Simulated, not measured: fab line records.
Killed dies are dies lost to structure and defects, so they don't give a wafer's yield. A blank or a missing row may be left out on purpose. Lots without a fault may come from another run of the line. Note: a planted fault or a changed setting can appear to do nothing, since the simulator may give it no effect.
8D (eight disciplines) problem report, filled in by code    flow gf180mcu    the parts of the form that need people (team, actions taken, sign-off) are left out

== 1. WHAT IS WRONG ==
Mean V1_CVD_02_THK at GF_V1_THK_MEAS_03: 636 nm over 3 wafers in 3 lots; fault-free wafers: 853 nm, standard deviation 12. Measured from the usual mean, that is -18 standard deviations.
Earliest sighting: wafer L518.3 on filmMetro-01 at day 20 07:47. Wafers with a number at this step in the record: 39, from 15 lots. Rule for "out" (also "out of limits"): further than 4 standard deviations from the usual mean. Any other wafer with a number is counted as sound.

== 2. WHAT IT IS, WHAT IT ISN'T ==
question                     is                          is not
which readings at this step  V1_CVD_02_THK               -
which lots                   L518, L520, L521            L510, L511, L512, L513, L514, L515, L516, L523, L525, L526, L528, L533
which wafers of those lots   all that have a number      -
read on which gauges         filmMetro-01, filmMetro-03  filmMetro-04
when                         from day 20 07:47           up to then (21 sound wafers); but 15 sound wafers of L523, L525, L526, L528, L533 came after

== 3. THE SUSPECTS, EACH WITH WHAT RULES IT OUT ==
Counting: a tool at a process step up to the reading stays a suspect if it ran every lot that is out and no sound lot after the first of them.
- ruled out: the gauge at GF_V1_THK_MEAS_03. The wafers that are out were read on 2 gauges (filmMetro-01, filmMetro-03).
- pecvd-01 at GF_V1_CVD_02 (deposits SiO2 from TEOS, target thk 850 nm, time 94.851 s): kept. It processed each lot that is out, first L518 at day 20 07:41, and no sound lot thereafter; up to then, the last sound lot it processed was L516 at day 19 16:52.
Remaining after the count: pecvd-01 at GF_V1_CVD_02.

== 4. THE CAUSE (what the simulator had put in) ==
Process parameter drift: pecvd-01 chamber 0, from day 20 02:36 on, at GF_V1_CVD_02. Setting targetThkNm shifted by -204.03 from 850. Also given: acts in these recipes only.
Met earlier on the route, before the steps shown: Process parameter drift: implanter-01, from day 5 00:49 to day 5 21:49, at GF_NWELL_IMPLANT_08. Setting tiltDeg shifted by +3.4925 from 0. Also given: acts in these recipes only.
Only this tool survived the counting.

== 5. THE EFFECT CHAIN, in route order ==
One row per reading whose mean, taken over the struck wafers that have a number, lies over 3 standard deviations from the usual. Only readings whose record carries a usual standard deviation are examined. hours: median over the lots of the time between each lot's start at the first step of this table that gives one and its start at this step. sigmas: the change, counted in usual standard deviations.
hours  step               reading          usual   on struck wafers  change  sigmas
0      GF_V1_THK_MEAS_03  V1_CVD_02_THK    853 nm  636               -217    -18
0      GF_V1_CMP_04       timeToEndpointS  82 s    4                 -78     -13
The process steps in it:
- GF_V1_CMP_04: polishes SiO2.

== 6. WHAT WOULD HAVE CAUGHT IT SOONER ==
The first out-of-limits reading at a measuring or inspecting step in this record came at day 20 07:47, 5 hours after the fault's start at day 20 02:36.
No tool reading at GF_V1_CVD_02 that has a usual standard deviation in the record was out on any struck wafer, so an alarm limit of 4 standard deviations on those readings would not have fired.
Lots out: 3; of these, L520, L521 started GF_V1_CVD_02 on pecvd-01 after day 20 07:47. A hold on the tool at that time would have spared those 2.
